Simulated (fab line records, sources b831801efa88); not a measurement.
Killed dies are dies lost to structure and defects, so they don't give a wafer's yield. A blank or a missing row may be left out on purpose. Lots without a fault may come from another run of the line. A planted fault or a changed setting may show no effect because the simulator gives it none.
One fault seen from 2 desks | flow sky130 | each desk has only its own numbers; what lay behind them comes last

THE METROLOGY DESK
What the gauges read, lot by lot, whatever tool the lot ran on: means of the sampled wafers that have a number. A lot is out of limits, marked OUT, if its mean lies more than 4 standard deviations from the usual mean; the brackets give that distance.
Columns: A = POLY_GATE_CVD_03_THK at SKY_POLY_GATE_THK_MEAS_04, usual 75.0 nm; B = cd_nm at SKY_POLY_GATE_CD_MEAS_13, usual 149.5 nm; C = POLY_GATE_OVL at SKY_POLY_GATE_OVL_MEAS_14, usual -1 nm
lot  | first seen here | A    | B     | C
L167 | day 15 03:56    | 75.4 | 148.2 | 3
L168 | day 15 13:50    | 76.1 | 154.4 | -1
L174 | day 18 04:30    | 74.2 | 149.4 | -2
L179 | day 19 17:10    | 74.5 | 149.8 | 3
L184 | day 21 08:41    | 76.0 | 149.7 | -1
L190 | day 23 11:59    | 75.7 | 149.1 | -5
This desk's finding: nothing out of limits on any of the 6 lots.

THE TOOL OWNER'S DESK: rie_diel-01
The tool's own readings at SKY_POLY_GATE_ETCH_15 (etches BARC in N2/H2, stops on SiO2, time 118.5 s, target depth 110 nm): means of the sampled wafers that have a number, for each lot that ran on this tool. A lot is out of limits, marked OUT, if its mean lies more than 4 standard deviations from the usual mean; the brackets give that distance.
Columns: A = bias_w at SKY_POLY_GATE_ETCH_15, usual 99.9 W; B = drypump_motor_current_A at SKY_POLY_GATE_ETCH_15, usual 5.7 A; C = oes_product_au at SKY_POLY_GATE_ETCH_15, usual 0.717 a.u.; D = throttle_valve_pct at SKY_POLY_GATE_ETCH_15, usual 13.213 %
lot  | first seen here | A              | B   | C     | D
L167 | day 16 08:16    | 99.6           | 5.3 | 0.717 | 13.211
L174 | day 19 10:50    | 74.4 (-82) OUT | 5.3 | 0.716 | 13.206
L179 | day 21 00:04    | 74.2 (-83) OUT | 5.4 | 0.714 | 13.213
This desk's finding: out of limits on L174, L179; first on L174, day 19 10:50 (bias_w at SKY_POLY_GATE_ETCH_15). In limits: L167.

PUT TOGETHER
The tool owner's desk could have raised an alarm at day 19 10:50, on L174, L179.
The metrology desk saw nothing out of limits.
The metrology desk has L174, L179 on record, within its limits.
Of the lots named, all ran SKY_POLY_GATE_ETCH_15 on rie_diel-01.

WHAT THE SIMULATOR HAD PUT IN
Process parameter drift: rie_diel-01, from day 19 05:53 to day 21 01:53, at SKY_POLY_GATE_ETCH_15. Setting bias_w, moved by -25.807, from 100. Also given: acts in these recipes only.
Lots struck among those shown: L174, L179.
Hours from the fault's start to each desk's first reading out of limits: the tool owner's desk, 5.
